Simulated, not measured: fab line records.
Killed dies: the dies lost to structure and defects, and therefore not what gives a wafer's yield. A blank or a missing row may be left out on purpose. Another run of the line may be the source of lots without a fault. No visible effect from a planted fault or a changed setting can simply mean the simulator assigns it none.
The tool behind it: which one? | flow sky130 | 12 lots, 36 wafers sampled, at 7 steps of a route of 708

WHAT THE GAUGES READ, wafer by wafer
SKY_DNWELL_TW_MEAS_09. Usual: DNWELL_TW typically reads 1110, with standard deviation 15.
lot  | measured    | on            | DNWELL_TW      | flag
L723 | day 3 11:14 | film-metro-03 | 1098 1099 1097 |
L724 | day 3 17:50 | film-metro-01 | 1124 1122 1130 |
L726 | day 4 01:58 | film-metro-01 | 1128 1134 1124 |
L727 | day 4 06:11 | film-metro-03 | 1097 1098 1095 |
L731 | day 5 08:17 | film-metro-03 | 1105 1105 1100 |
L737 | day 6 16:23 | film-metro-04 | 1120 1118 1118 |
L738 | day 6 21:50 | film-metro-01 | 1131 1126 1133 |
L739 | day 7 01:46 | film-metro-04 | 1118 1123 1117 |
L742 | day 7 16:30 | film-metro-03 | 1091 1099 1098 |
L743 | day 8 00:38 | film-metro-03 | 1093 1085 1089 |
L744 | day 8 05:14 | film-metro-03 | 1096 1098 1099 |
L745 | day 8 09:26 | film-metro-03 | 1093 1087 1089 |

SKY_VT_ADJUST_NCORE_CD_MEAS_07: target cd 380 nm. Usual: 379 nm for cd-nm, sd 3.1.
lot  | measured     | on        | cd-nm (nm)  | flag
L723 | day 8 22:29  | cd-sem-01 | 377 378 378 |
L724 | day 9 04:45  | cd-sem-02 | 381 382 381 |
L726 | day 9 22:47  | cd-sem-02 | 383 385 385 |
L727 | day 9 19:05  | cd-sem-01 | 381 381 382 |
L731 | day 11 07:41 | cd-sem-02 | 380 382 381 |
L737 | day 13 03:59 | cd-sem-01 | - - -       | OFF
L738 | day 13 10:05 | cd-sem-01 | - - -       | OFF
L739 | day 13 14:46 | cd-sem-01 | - - -       | OFF
L742 | day 14 11:03 | cd-sem-01 | 377 376 374 |
L743 | day 14 20:20 | cd-sem-01 | 381 382 384 |
L744 | day 15 02:42 | cd-sem-01 | 374 373 374 |
L745 | day 15 07:44 | cd-sem-02 | 378 375 376 |

SKY_VT_ADJUST_HVTR_TW_MEAS_11. Usual: VT_ADJUST_HVTR_TW typically reads 210.8, with standard deviation 2.3.
lot  | measured     | on            | VT_ADJUST_HVTR_TW | flag
L723 | day 9 20:11  | film-metro-01 | 212.5 212.9 213.2 |
L724 | day 10 03:06 | film-metro-04 | 211.5 210.9 211.4 |
L726 | day 10 22:19 | film-metro-03 | 209.3 209.3 208.3 |
L727 | day 10 18:10 | film-metro-03 | 209.5 208.9 209.1 |
L731 | day 12 08:02 | film-metro-01 | 211.7 212.2 211.7 |
L737 | day 14 05:14 | film-metro-04 | 264.4 264.1 265.2 | OFF
L738 | day 14 12:35 | film-metro-04 | 266.2 266.7 266.5 | OFF
L739 | day 14 17:46 | film-metro-01 | 264.6 265.4 263.9 | OFF
L742 | day 15 15:09 | film-metro-04 | 213.3 212.5 212.1 |
L743 | day 16 00:26 | film-metro-04 | 211.8 212.2 212.4 |
L744 | day 16 07:09 | film-metro-04 | 212.1 213.7 212.2 |
L745 | day 16 11:59 | film-metro-03 | 206.6 208.2 207.4 |

SKY_VT_ADJUST_PCH_TW_MEAS_10. Usual: VT_ADJUST_PCH_TW typically reads 142.0, with standard deviation 1.4.
lot  | measured     | on            | VT_ADJUST_PCH_TW  | flag
L723 | day 10 18:40 | film-metro-04 | 141.9 142.8 142.9 |
L724 | day 11 02:44 | film-metro-02 | 143.2 143.6 143.6 |
L726 | day 11 21:45 | film-metro-03 | 140.6 140.1 140.9 |
L727 | day 11 17:34 | film-metro-03 | 140.5 141.2 140.4 |
L731 | day 13 09:37 | film-metro-02 | 143.3 142.8 143.4 |
L737 | day 15 08:22 | film-metro-02 | 231.5 231.7 231.1 | OFF
L738 | day 15 16:34 | film-metro-04 | 232.0 232.8 233.1 | OFF
L739 | day 15 21:06 | film-metro-02 | 231.0 232.0 231.8 | OFF
L742 | day 16 19:29 | film-metro-03 | 140.6 140.2 140.1 |
L743 | day 17 05:40 | film-metro-02 | 142.0 142.7 143.5 |
L744 | day 17 11:44 | film-metro-02 | 141.0 141.5 142.9 |
L745 | day 17 16:13 | film-metro-04 | 142.7 143.4 143.2 |

SKY_LDD_P_OVL_MEAS_08. Usual: LDD_P_OVL typically reads 1.2 nm, with standard deviation 1.4.
lot  | measured     | on         | LDD_P_OVL (nm) | flag
L723 | day 19 13:43 | overlay-01 | 2.2 3.6 3.7    |
L724 | day 20 01:22 | overlay-02 | 1.8 1.6 0.9    |
L726 | day 20 19:52 | overlay-01 | 1.8 0.8 -0.9   |
L727 | day 20 10:54 | overlay-01 | 0.0 0.7 1.9    |
L731 | day 22 15:12 | overlay-02 | -0.3 0.2 -0.1  |
L737 | day 27 21:42 | overlay-01 | 0.3 -0.3 -0.7  |
L738 | day 28 00:27 | overlay-02 | 2.3 1.8 1.0    |
L739 | day 28 01:01 | overlay-01 | -1.0 2.1 2.1   |
L742 | day 28 01:46 | overlay-01 | 2.6 2.2 0.2    |
L743 | day 27 23:51 | overlay-01 | 1.1 1.7 -0.7   |
L744 | day 28 02:16 | overlay-02 | 2.5 3.2 0.8    |
L745 | day 28 02:57 | overlay-02 | 2.4 1.2 1.0    |

SKY_POLY_CUT_OVL_MEAS_09. Usual: POLY_CUT_OVL typically reads -5 nm, with standard deviation 5.3.
lot  | measured     | on         | POLY_CUT_OVL (nm) | flag
L723 | day 25 13:02 | overlay-01 | -6 -12 -8         |
L724 | day 25 14:10 | overlay-02 | -8 -5 -6          |
L726 | day 25 14:17 | overlay-02 | -2 -2 1           |
L727 | day 25 13:55 | overlay-02 | -2 -3 -2          |
L731 | day 27 05:09 | overlay-01 | -5 0 -9           |
L737 | day 32 16:01 | overlay-01 | -4 -6 -4          |
L738 | day 32 19:28 | overlay-02 | -6 -17 -2         |
L739 | day 32 19:07 | overlay-02 | -6 -7 -5          |
L742 | day 32 19:42 | overlay-02 | -11 -14 -2        |
L743 | day 32 18:27 | overlay-02 | -4 -5 -11         |
L744 | day 32 20:07 | overlay-01 | -6 -2 -7          |
L745 | day 32 20:27 | overlay-02 | -4 -6 -5          |

EACH LOT AND THE TOOL THAT RAN IT (in order: tool; ch and the chambers of the sampled wafers; start)
lot  | SKY_VT_ADJUST_NCORE_COAT_02
L723 | litho-track-02 ch 0, day 8 12:11
L724 | litho-track-03 ch 0, day 8 18:31
L726 | litho-track-01 ch 0, day 9 11:40
L727 | litho-track-01 ch 0, day 9 08:14
L731 | litho-track-02 ch 0, day 10 20:29
L737 | litho-track-01, day 12 15:11
L738 | litho-track-01, day 12 21:44
L739 | litho-track-01, day 13 02:34
L742 | litho-track-01 ch 0, day 13 21:55
L743 | litho-track-02 ch 0, day 14 07:14
L744 | litho-track-02 ch 0, day 14 12:31
L745 | litho-track-02 ch 0, day 14 17:50
- SKY_VT_ADJUST_NCORE_COAT_02: resist thk 1140 nm.

AS READ BY THE TOOLS THEMSELVES (means over the sampled wafers that have a number; for cases with no such wafer, the mark the record gives instead)
SKY_VT_ADJUST_NCORE_COAT_02. Usual: chill-plate-temp-C 22.99 C, standard deviation 0.11; dispense-pressure-kPa 47.0 kPa, standard deviation 1.8; resist-line-temp-C 22.98 C, standard deviation 0.11.
lot  | tool           | chill-plate-temp-C (C) | dispense-pressure-kPa (kPa) | resist-line-temp-C (C) | flag
L723 | litho-track-02 | 23.15                  | 45.3                        | 22.95                  |
L724 | litho-track-03 | 23.05                  | 45.8                        | 23.11                  |
L726 | litho-track-01 | 22.99                  | 49.3                        | 23.15                  |
L727 | litho-track-01 | 22.98                  | 49.3                        | 22.85                  |
L731 | litho-track-02 | 22.85                  | 45.3                        | 22.94                  |
L737 | litho-track-01 | -                      | -                           | -                      | OFF
L738 | litho-track-01 | -                      | -                           | -                      | OFF
L739 | litho-track-01 | -                      | -                           | -                      | OFF
L742 | litho-track-01 | 23.00                  | 49.3                        | 23.03                  |
L743 | litho-track-02 | 23.11                  | 45.3                        | 22.97                  |
L744 | litho-track-02 | 23.06                  | 45.3                        | 22.86                  |
L745 | litho-track-02 | 23.08                  | 45.4                        | 23.05                  |

THE ANSWER, worked out from the rows above alone
Rule: a lot counts as off when the mean over its wafers that have a number is more than 3 standard deviations away from the usual mean. A lot without any number at a reading at which 4 lots or more have one is off too. The other lots that the step has rows for count as sound. After the gauges, taken in route order, come the tools' own readings; for these a lot's mean is taken, as printed above. The first step at which some lot is off is used, and at that step the reading that is off furthest; a lot without a number counts as furthest.
Off: L737, L738, L739, at SKY_VT_ADJUST_NCORE_CD_MEAS_07 (cd-nm). Without a number there: L737, L738, L739.
A tool fits if, at a process step before that reading, it ran every lot that is off, and no sound lot after the first of them. The gauges at SKY_VT_ADJUST_NCORE_CD_MEAS_07 aren't tried: what is off there is off at SKY_VT_ADJUST_HVTR_TW_MEAS_11 too, on other tools, and a gauge's error can't cause that. Of those tried, none fits.

WHAT THE SIMULATOR PUT IN
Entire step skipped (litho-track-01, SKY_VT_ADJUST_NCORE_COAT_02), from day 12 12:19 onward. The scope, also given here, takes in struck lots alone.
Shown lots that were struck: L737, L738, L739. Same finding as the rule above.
